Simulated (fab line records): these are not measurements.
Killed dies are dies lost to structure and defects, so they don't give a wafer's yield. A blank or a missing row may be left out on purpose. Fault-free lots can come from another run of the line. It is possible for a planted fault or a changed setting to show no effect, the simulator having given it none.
What tool caused it? | flow sky130 | 21 wafers from 7 lots sampled at 3 of the route's 708 steps

## WHAT EACH GAUGE READ, for each wafer
SKY_DNWELL_TW_MEAS_09.
lot  | measured    | on            | DNWELL_TW
L300 | day 3 20:48 | film-metro-04 | 1137 1135 1140
L303 | day 4 14:27 | film-metro-01 | 1119 1117 1121
L310 | day 7 06:32 | film-metro-04 | 1148 1154 1156
L317 | day 7 17:31 | film-metro-04 | 1156 1155 1156
L319 | day 8 05:26 | film-metro-04 | 1143 1147 1146

## EACH LOT AND THE TOOL THAT RAN IT (in order: tool; ch and the chambers of the sampled wafers; start)
lot  | SKY_FIELD_ISO_CVD_24            | SKY_FIELD_ISO_CMP_27
L300 | hdpcvd-01 ch 0,2, day 2 23:29   | cmp-01 ch 0,1,2, day 3 02:16
L303 | hdpcvd-02 ch 0,1, day 3 15:41   | cmp-01 ch 0,1,3, day 3 20:00
L305 | hdpcvd-01 ch 0,2, day 3 22:56   | -
L307 | hdpcvd-02 ch 0,1,2, day 4 11:03 | -
L310 | hdpcvd-01 ch 0,1,2, day 6 04:26 | cmp-02 ch 0,2,3, day 6 07:43
L317 | hdpcvd-01 ch 0,1, day 6 15:28   | cmp-02 ch 0,1, day 6 18:40
L319 | hdpcvd-02 ch 0,1, day 7 01:02   | cmp-01 ch 0,1,2, day 7 04:34
- SKY_FIELD_ISO_CVD_24: deposits SiO2, target thk 595 nm, time 99.2 s.
- SKY_FIELD_ISO_CMP_27: polishes, stops on Si3N4, t overpolish 16 s, target thk 457.8 nm.

## THE ANSWER, worked out from the rows above alone
Rule: usual is defined by the lots themselves. Put in order of their means at a reading, lots are off if they are a third of the lots or fewer, leave a main group of 4 or more, and stand apart from it by a gap of 3 or more times the standard deviation of the main group's means; of several such gaps the widest counts. The tables above print the reading to a certain number of digits; a main group whose means all agree to those digits is not used. A lot without any number at a reading at which 4 lots or more have one is off too. All remaining lots with rows at the step are treated as sound.
None of the lots is off at any reading shown; this tells nothing.

## WHAT THE SIMULATOR HAD INSERTED
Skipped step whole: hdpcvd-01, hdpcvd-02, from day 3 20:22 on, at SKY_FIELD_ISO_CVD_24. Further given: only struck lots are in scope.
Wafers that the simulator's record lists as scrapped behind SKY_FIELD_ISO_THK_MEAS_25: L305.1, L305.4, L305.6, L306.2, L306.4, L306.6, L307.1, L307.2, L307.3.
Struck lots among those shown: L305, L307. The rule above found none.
